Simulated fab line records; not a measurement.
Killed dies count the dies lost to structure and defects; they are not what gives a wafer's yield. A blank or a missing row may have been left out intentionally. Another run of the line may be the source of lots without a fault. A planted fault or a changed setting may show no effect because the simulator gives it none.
fab line records ; flow gf180mcu ; part 2 of 2: steps 33 to 40 of 40
[record] lots = 5; wafers = 15; lastDay = 33
route steps=602 shown MVSD@136 NWELL@137 LVPWELL@138 MVPSD@139 VT_IMPLANT@140 DUAL_GATE@141 POLY_GATE@157
lots with no fault: from the same line, run without faults
startH: start of the lot's first displayed wafer, in hours after the record's first day ; waitH: time in hours since the lot's previous step ; " the same as in the row above ; L1.1+2: several wafers, shown together as one row ; - no value present, or no start provided ; * or withheld: withheld ; < > ~ a bound
route shown NAME@n: a module of which the file shows steps, and the number in the route of the first ; usual: mean and standard deviation over wafers with no fault ; same: alike in all rows ; chamber/n: place in a boat ; sites: the reading at each site ; _std_site: their standard deviation ; _edge_site: the outer-site mean with the inner-site mean subtracted ; radiusMm: for every site, how far away it sits from the centre of the wafer ; mask NAME#n: copy n ; behind: the tool/chamber that last shaped the wafer ; hold: why the lot was held/for how many hours/how that ended ; device: the n, p or np transistor that did not switch ; end of line: at the end of the route, the tests of the same wafers ; a step without rows: its recipe alone ; killed: at the first sort, the dies lost to defects and structure; wafer yield is something else ; map: per-die view of a wafer (x killed, . not killed, _ where there is no die)
set.NAME: the setting as run; set.NAME@STEP: as run at that earlier step ; model.NAME: the simulator's own value behind a step, which no gauge read
lots at some steps of the route; a table a step, a row a wafer
services: a tool's chamber out of use, with start hour (startH, from the record's first day; less than 0 if before it), hours out, and reason
[[steps]]
[step GF_POLY_GATE_OVL_MEAS_11]
[usual] POLY_GATE_OVL = 1/4.8
lot.wafer;tool;chamber;startH;waitH;POLY_GATE_OVL[nm]
L074.1;overlay-02;-;199.02;0.1;-1
L074.2;overlay-02;-;199.02;0.1;-2
L074.5;overlay-02;-;199.02;0.1;-1
L086.1;overlay-01;-;280.59;0.1;6
L086.2;overlay-01;-;280.59;0.1;2
L086.4;overlay-01;-;280.59;0.1;4
L088.1;overlay-02;-;299.34;0.1;1
L088.2;overlay-02;-;299.34;0.1;12
L088.6;overlay-02;-;299.34;0.1;6
L089.1;overlay-01;-;311.37;0.1;-4
L089.4;overlay-01;-;311.37;0.1;10
L089.5;overlay-01;-;311.37;0.1;0
L094.1;overlay-02;-;341.27;0.1;-1
L094.3;overlay-02;-;341.27;0.1;-8
L094.6;overlay-02;-;341.27;0.1;-3
[step GF_POLY_GATE_ETCH_12]
[recipe] chemistry = N2/H2; targetDepthA = withheld; overetchA = withheld; timeS = withheld; target = BARC; ionEnergyEv = 200; sourceW = 500; biasW = 100; pressureMtorr = 30; n2FlowSccm = 100; h2FlowSccm = 200
[usual] drypumpMotorCurrentA = 5.6/0.56; n2FlowSccm = 100.00/0.28; oesProductAu = 0.736/0.0047; throttleValvePct = 13.215/0.009
lot.wafer;tool;chamber;startH;waitH;drypumpMotorCurrentA;n2FlowSccm;oesProductAu;throttleValvePct
L074.1;rieDiel-03;3;199.06;0.0;5.6;100.00;0.735;13.205
L074.2;rieDiel-03;2;199.06;0.0;6.2;100.07;0.735;13.222
L074.5;rieDiel-03;0;199.06;0.0;5.2;100.12;0.736;13.213
L086.1;rieDiel-02;1;280.63;0.0;5.1;99.92;0.740;13.224
L086.2;rieDiel-02;3;280.63;0.0;5.3;99.88;0.735;13.214
L086.4;rieDiel-02;2;280.63;0.0;5.0;99.69;0.736;13.211
L088.1;rieDiel-02;3;299.37;0.0;5.3;100.31;0.740;13.219
L088.2;rieDiel-02;0;299.37;0.0;6.3;100.21;0.742;13.225
L088.6;rieDiel-02;0;299.37;0.0;6.3;100.14;0.736;13.230
L089.1;rieDiel-02;2;311.41;0.0;5.0;100.15;0.737;13.217
L089.4;rieDiel-02;3;311.41;0.0;5.4;99.94;0.738;13.218
L089.5;rieDiel-02;1;311.41;0.0;5.0;100.23;0.729;13.225
L094.1;rieDiel-04;3;341.31;0.0;6.4;100.19;0.731;13.218
L094.3;rieDiel-04;0;341.31;0.0;5.0;100.02;0.735;13.207
L094.6;rieDiel-04;1;341.31;0.0;6.6;100.23;0.733;13.228
[step GF_POLY_GATE_ETCH_13]
[recipe] target = poly-Si; targetDepthNm = 198.5; stopOn = SiO2; overEtchFrac = 0.403; chemistry = HBr/Cl2; icpW = 400; biasW = 100; pressureMtorr = 10; HBr_flow_sccm = 150; Cl2_flow_sccm = 50; timeS = 69.6
[usual] drypumpMotorCurrentA = 5.6/0.42; oesProductAu = 0.991/0.0094; throttleValvePct = 33.685/0.009
lot.wafer;tool;chamber;startH;waitH;drypumpMotorCurrentA;oesProductAu;rfHoursCounterH;throttleValvePct
L074.1;rieSi-01;1;199.11;-;5.8;0.996;1;33.691
L074.2;rieSi-01;2;199.11;-;5.2;0.998;3;33.672
L074.5;rieSi-01;3;199.11;-;6.2;0.999;-;33.660
L086.1;rieSi-01;1;280.68;-;5.8;1.001;2;33.697
L086.2;rieSi-01;2;280.68;-;5.2;1.000;4;33.683
L086.4;rieSi-01;3;280.68;-;6.2;0.996;8;33.693
L088.1;rieSi-02;2;299.42;-;5.5;0.989;76;33.697
L088.2;rieSi-02;0;299.42;-;6.4;1.002;0;33.692
L088.6;rieSi-02;2;299.42;-;5.5;0.982;-;33.675
L089.1;rieSi-02;3;311.46;-;5.7;0.985;6;33.663
L089.4;rieSi-02;1;311.46;-;5.1;0.998;31;33.686
L089.5;rieSi-02;2;311.46;-;5.5;0.992;-;33.707
L094.1;rieSi-01;3;341.36;-;6.2;1.009;8;33.673
L094.3;rieSi-01;1;341.36;-;5.8;1.005;3;33.688
L094.6;rieSi-01;0;341.36;-;5.2;1.005;-;33.684
[step GF_POLY_GATE_STRIP_14]
[recipe] chemistry = O2/N2; powerW = 1400; pressureMtorr = 1500; platenTempC = 250; o2FlowSccm = 3000; n2FlowSccm = 300; overashFraction = 0.5
[usual] drypumpMotorCurrentA = 5.90/0.27; heaterPowerW = 354/29; n2FlowSccm = 300.1/0.89; oesProductAu = 0.506/0.0047
lot.wafer;tool;chamber;startH;waitH;drypumpMotorCurrentA;heaterPowerW;n2FlowSccm;oesProductAu;rfHoursCounterH
L074.1;plasmaAsher-04;1;199.16;0.0;5.60;355;300.9;0.501;9
L074.2;plasmaAsher-04;0;199.16;0.0;6.15;388;301.0;0.514;9
L074.5;plasmaAsher-04;1;199.16;0.0;5.59;356;299.2;0.506;-
L086.1;plasmaAsher-02;0;280.73;0.0;6.15;303;300.2;0.511;67
L086.2;plasmaAsher-02;1;280.73;0.0;5.61;382;300.5;0.504;67
L086.4;plasmaAsher-02;1;280.73;0.0;5.62;379;300.2;0.501;-
L088.1;plasmaAsher-02;0;299.48;0.0;6.15;311;299.7;0.504;69
L088.2;plasmaAsher-02;1;299.48;0.0;5.62;383;299.5;0.508;69
L088.6;plasmaAsher-02;1;299.48;0.0;5.64;376;300.0;0.505;-
L089.1;plasmaAsher-04;0;311.51;0.0;6.12;384;299.7;0.506;20
L089.4;plasmaAsher-04;1;311.51;0.0;5.60;370;298.8;0.497;-
L089.5;plasmaAsher-04;1;311.51;0.0;5.60;358;299.2;0.513;-
L094.1;plasmaAsher-02;0;341.41;0.0;6.13;299;302.1;0.514;73
L094.3;plasmaAsher-02;0;341.41;0.0;6.13;298;300.0;0.502;-
L094.6;plasmaAsher-02;0;341.41;0.0;6.15;304;300.0;0.499;-
[step GF_POLY_GATE_CLEAN_15]
[recipe] chemistry = SC1/SC2; mix = 1:4:20; tempC = 70; timeS = 150; dry = n2Spin
lot.wafer;tool;chamber;startH;waitH
L074.1+2+5;wetBench-03;1;199.26;0.1
L086.1+2+4;wetBench-03;3;280.83;0.1
L088.1+2+6;wetBench-04;2;299.58;0.1
L089.1+4+5;wetBench-04;0;311.61;0.1
L094.1+3+6;wetBench-03;2;341.51;0.1
[step GF_POLY_GATE_OXIDATION_16]
[recipe] tempC = 850; ambient = O2; stabiliseS = 600; purgeS = 300; targetThkA = 40; oxTimeS = 899
[usual] tubeCenterTempC = 850/0.075; zonePowerLowerPct = 15.3/1.5
lot.wafer;tool;chamber;startH;waitH;tubeCenterTempC;zonePowerLowerPct
L074.1;furnace-01;0;199.31;0.0;849.9;16.1
L074.2;furnace-01;0;199.31;0.0;849.92;16.2
L074.5;furnace-01;0;199.31;0.0;850.05;16.5
L086.1;furnace-01;0;281.98;1.0;850.05;16.3
L086.2;furnace-01;0;281.98;1.0;850.01;16.2
L086.4;furnace-01;0;281.98;1.0;849.85;16.3
L088.1;furnace-01;0;299.63;0.0;850.04;16.0
L088.2;furnace-01;0;299.63;0.0;849.97;16.1
L088.6;furnace-01;0;299.63;0.0;850.22;16.1
L089.1;furnace-01;0;312.82;1.1;849.8;16.0
L089.4;furnace-01;0;312.82;1.1;849.98;16.2
L089.5;furnace-01;0;312.82;1.1;850.08;16.2
L094.1;furnace-02;0;342.54;1.0;849.95;12.7
L094.3;furnace-02;0;342.54;1.0;850.03;12.6
L094.6;furnace-02;0;342.54;1.0;850.03;12.6
[step GF_POLY_GATE_THK_MEAS_17]
[recipe] reads = SiO2_of_POLY_GATE_OXIDATION_16
[usual] POLY_GATE_OXIDATION_THK = 3.97/0.084
lot.wafer;tool;chamber;startH;waitH;POLY_GATE_OXIDATION_THK[nm]
L074.1;filmMetro-04;-;200.56;0.0;3.89
L074.2;filmMetro-04;-;200.56;0.0;3.79
L074.5;filmMetro-04;-;200.56;0.0;3.92
L086.1;filmMetro-02;-;283.23;0.0;4.10
L086.2;filmMetro-02;-;283.23;0.0;4.09
L086.4;filmMetro-02;-;283.23;0.0;4.04
L088.1;filmMetro-03;-;300.88;0.0;3.85
L088.2;filmMetro-03;-;300.88;0.0;3.83
L088.6;filmMetro-03;-;300.88;0.0;3.90
L089.1;filmMetro-03;-;314.07;0.0;4.08
L089.4;filmMetro-03;-;314.07;0.0;4.07
L089.5;filmMetro-03;-;314.07;0.0;4.11
L094.1;filmMetro-04;-;343.79;0.0;3.90
L094.3;filmMetro-04;-;343.79;0.0;3.91
L094.6;filmMetro-04;-;343.79;0.0;3.94
[step GF_POLY_GATE_CD_MEAS_18]
[usual] cdNm = 280.4/1.8
lot.wafer;tool;chamber;startH;waitH;cdNm
L074.1;cdSem-01;-;200.62;0.1;278.9
L074.2;cdSem-01;-;200.62;0.1;281.1
L074.5;cdSem-01;-;200.62;0.1;279.4
L086.1;cdSem-01;-;283.29;0.1;283.3
L086.2;cdSem-01;-;283.29;0.1;278.1
L086.4;cdSem-01;-;283.29;0.1;281.0
L088.1;cdSem-02;-;300.94;0.1;278.6
L088.2;cdSem-02;-;300.94;0.1;280.0
L088.6;cdSem-02;-;300.94;0.1;280.7
L089.1;cdSem-02;-;314.13;0.1;281.9
L089.4;cdSem-02;-;314.13;0.1;279.9
L089.5;cdSem-02;-;314.13;0.1;282.3
L094.1;cdSem-02;-;343.85;0.1;281.1
L094.3;cdSem-02;-;343.85;0.1;280.9
L094.6;cdSem-02;-;343.85;0.1;277.3
[[services]]
tool;chamber;startH;hours;kind
lpcvd-02;-;144.78;6.0;pm
krfScanner-02;-;159.54;0.8;pm
furnace-01;-;170.17;3.3;pm
rieSi-01;-;171.56;0.5;repair
lpcvd-02;-;174.83;2.8;pm
krfScanner-02;-;175.96;7.0;repair
wetBench-01;-;196.39;6.5;repair
ilineStepper-01;-;203.99;2.9;repair
krfScanner-02;-;210.82;1.3;pm
furnace-01;-;214.69;3.9;pm
wetBench-02;-;223.84;3.2;repair
wetBench-03;-;224.83;0.7;repair
rieSi-01;-;226.75;0.2;repair
krfScanner-02;-;246.56;1.0;pm
krfScanner-02;-;247.56;4.0;pm
furnace-02;-;249.89;3.2;pm
krfScanner-02;-;252.05;0.8;repair
ilineStepper-01;-;253.20;14.6;repair
rieDiel-02;1;255.79;2.4;repair
furnace-01;-;276.69;2.7;pm
furnace-02;-;281.31;11.7;repair
plasmaAsher-02;-;283.25;3.1;repair
furnace-02;-;322.73;8.6;pm
wetBench-01;-;334.52;1.6;repair
